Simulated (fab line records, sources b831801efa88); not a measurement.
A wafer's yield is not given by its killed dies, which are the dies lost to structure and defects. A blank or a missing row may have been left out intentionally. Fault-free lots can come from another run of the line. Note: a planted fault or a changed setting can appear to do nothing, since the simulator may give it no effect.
Which tool did it? | flow gf180mcu | 14 lots, 41 wafers sampled, at 4 steps of a route of 602

## WHAT THE GAUGES SHOWED, per wafer
GF_SAB_CD_MEAS_09: the cd target is 420 nm. Usual: cd nm reads 420.7 nm (standard deviation 2.3).
lot  | measured     | on        | cd nm (nm)        | flag
L411 | day 15 13:04 | cd sem-02 | 420.8 421.8 423.1 |
L412 | day 15 15:36 | cd sem-01 | 418.7 419.1 419.6 |
L413 | day 16 07:57 | cd sem-01 | 422.2 420.1 420.8 |
L416 | day 17 11:21 | cd sem-02 | 420.4 420.8 421.4 |
L420 | day 18 13:57 | cd sem-01 | 420.0 419.1 420.4 |
L422 | day 18 23:17 | cd sem-02 | 425.5 425.9 424.2 |
L423 | day 19 18:16 | cd sem-01 | 420.5 417.7 419.7 |
L425 | day 20 14:31 | cd sem-02 | 419.4 420.6 420.7 |
L426 | day 20 19:30 | cd sem-01 | 421.8 420.6 422.7 |
L428 | day 21 12:27 | cd sem-01 | 421.0 419.7 420.1 |
L429 | day 21 17:57 | cd sem-01 | 424.4 422.9 423.4 |
L431 | day 22 14:03 | cd sem-01 | 416.3 417.7 418.4 |
L433 | day 22 20:04 | cd sem-02 | 417.4 415.2       |
L434 | day 23 13:33 | cd sem-01 | 420.2 416.9 420.4 |

GF_M2_THK_MEAS_06: measures by xrf. Usual: for M2_ALCU_THK the level is 456 nm and the standard deviation is 3.8.
lot  | measured     | on            | M2_ALCU_THK (nm) | flag
L411 | day 18 15:34 | film metro-03 | 453 453 449      |
L412 | day 18 18:39 | film metro-04 | 462 456 462      |
L413 | day 19 13:16 | film metro-04 | 456 448 457      |
L416 | day 20 17:04 | film metro-03 | 458 449 450      |
L420 | day 21 20:16 | film metro-02 | 464 460 455      |
L422 | day 22 05:13 | film metro-03 | 458 457 456      |
L423 | day 23 00:55 | film metro-02 | 458 462 463      |
L425 | day 23 19:01 | film metro-03 | 458 459 462      |
L426 | day 24 01:12 | film metro-03 | 453 450 459      |
L428 | day 24 14:16 | film metro-03 | 459 459 461      |
L429 | day 24 20:20 | film metro-04 | 456 462 458      |
L431 | day 25 16:13 | film metro-04 | 457 458 458      |
L433 | day 25 19:46 | film metro-02 | 459 460          |
L434 | day 26 13:12 | film metro-03 | 454 455 452      |

GF_M2_CD_MEAS_14: the cd target is 280 nm. Usual: cd nm reads 278.9 nm (standard deviation 1.1).
lot  | measured     | on        | cd nm (nm)        | flag
L411 | day 19 15:37 | cd sem-02 | 279.1 278.7 278.6 |
L412 | day 19 19:12 | cd sem-01 | 276.8 278.4 278.0 |
L413 | day 20 13:06 | cd sem-01 | 279.1 279.3 278.8 |
L416 | day 21 16:42 | cd sem-02 | 277.7 279.0 278.0 |
L420 | day 22 19:00 | cd sem-01 | 278.5 280.2 279.8 |
L422 | day 23 03:44 | cd sem-01 | 277.5 278.5 277.3 |
L423 | day 23 23:13 | cd sem-02 | 278.6 278.3 279.3 |
L425 | day 24 16:49 | cd sem-01 | 278.4 278.0 278.4 |
L426 | day 24 23:09 | cd sem-01 | 280.5 279.3 280.7 |
L428 | day 25 11:24 | cd sem-02 | 279.5 280.6 281.6 |
L429 | day 25 17:12 | cd sem-02 | 278.8 279.5 277.6 |
L431 | day 26 12:48 | cd sem-01 | 280.2 279.3 279.5 |
L433 | day 26 16:40 | cd sem-01 | 278.0 278.8       |
L434 | day 27 10:03 | cd sem-02 | 277.7 277.9 277.9 |

## TOOL THAT RAN EACH LOT (tool first, then ch and the chambers of the sampled wafers, then the start)
lot  | GF_VT_IMPLANT_IMPLANT_41
L411 | implanter-01 ch 0, day 7 14:10
L412 | implanter-02 ch 0, day 7 19:32
L413 | implanter-01 ch 0, day 8 05:40
L416 | implanter-02 ch 0, day 9 00:02
L420 | implanter-02 ch 0, day 10 06:50
L422 | implanter-02 ch 0, day 10 17:11
L423 | implanter-01 ch 0, day 11 04:14
L425 | implanter-01 ch 0, day 11 10:43
L426 | implanter-02 ch 0, day 11 17:29
L428 | implanter-03 ch 0, day 12 12:09
L429 | implanter-02 ch 0, day 12 12:27
L431 | implanter-01 ch 0, day 13 11:00
L433 | implanter-01 ch 0, day 13 14:23
L434 | implanter-03 ch 0, day 14 07:35
- GF_VT_IMPLANT_IMPLANT_41

## AS READ BY THE TOOLS THEMSELVES (means over the sampled wafers that have a number; for cases with no such wafer, the mark the record gives instead)
GF_VT_IMPLANT_IMPLANT_41. Usual: beam on s 9.98 s, standard deviation 0.2; faraday current uA 5.72, standard deviation 0.11.
lot  | tool         | beam on s (s) | faraday current uA | flag
L411 | implanter-01 | 9.98          | 5.73               |
L412 | implanter-02 | 10.10         | 5.67               |
L413 | implanter-01 | 9.97          | 5.74               |
L416 | implanter-02 | 9.84          | 5.79               |
L420 | implanter-02 | 9.94          | 5.75               |
L422 | implanter-02 | 9.81          | 5.83               |
L423 | implanter-01 | 9.95          | 5.73               |
L425 | implanter-01 | 9.94          | 5.75               |
L426 | implanter-02 | 9.96          | 5.74               |
L428 | implanter-03 | 10.00         | 5.70               |
L429 | implanter-02 | 10.04         | 5.69               |
L431 | implanter-01 | 10.88         | 5.25               | OFF
L433 | implanter-01 | 10.96         | 5.22               | OFF
L434 | implanter-03 | 10.17         | 5.61               |

## THE ANSWER, worked out from the rows above alone
Rule: take the mean of a lot's wafers that have a number; if it is more than 3 standard deviations from the usual mean, the lot is off. Also off: a lot with no number at a reading for which 4 or more lots have one. The other lots that the step has rows for count as sound. The gauges are gone through in route order, then the tools' own readings, and for those a lot's mean is taken as printed above. The first step at which some lot is off is used, and at that step the reading that is off furthest; a lot without a number counts as furthest.
Off, at GF_VT_IMPLANT_IMPLANT_41 on beam on s: L431, L433.
If a tool, at that step or one of the process steps before it, ran each lot that is off and ran no sound lot following the first of them, it fits. One fits: implanter-01 at GF_VT_IMPLANT_IMPLANT_41. Its last sound lot is L425 (day 11 10:43), its first lot that is off L431 (day 13 11:00): a fault that began between those two fits.
The tool's own readings at GF_VT_IMPLANT_IMPLANT_41 bear it out: on the lots that are off they differ by more than 5 times the standard deviation of the sound lots' means. beam on s reads 10.92 s there against 9.97 s on the sound lots; faraday current uA reads 5.23 there against 5.73 on the sound lots.

## WHAT WAS PUT IN BY THE SIMULATOR
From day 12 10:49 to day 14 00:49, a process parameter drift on implanter-01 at GF_VT_IMPLANT_IMPLANT_41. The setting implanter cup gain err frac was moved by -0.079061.
Lots struck among those shown: L431, L433. The rule above reached the same finding.
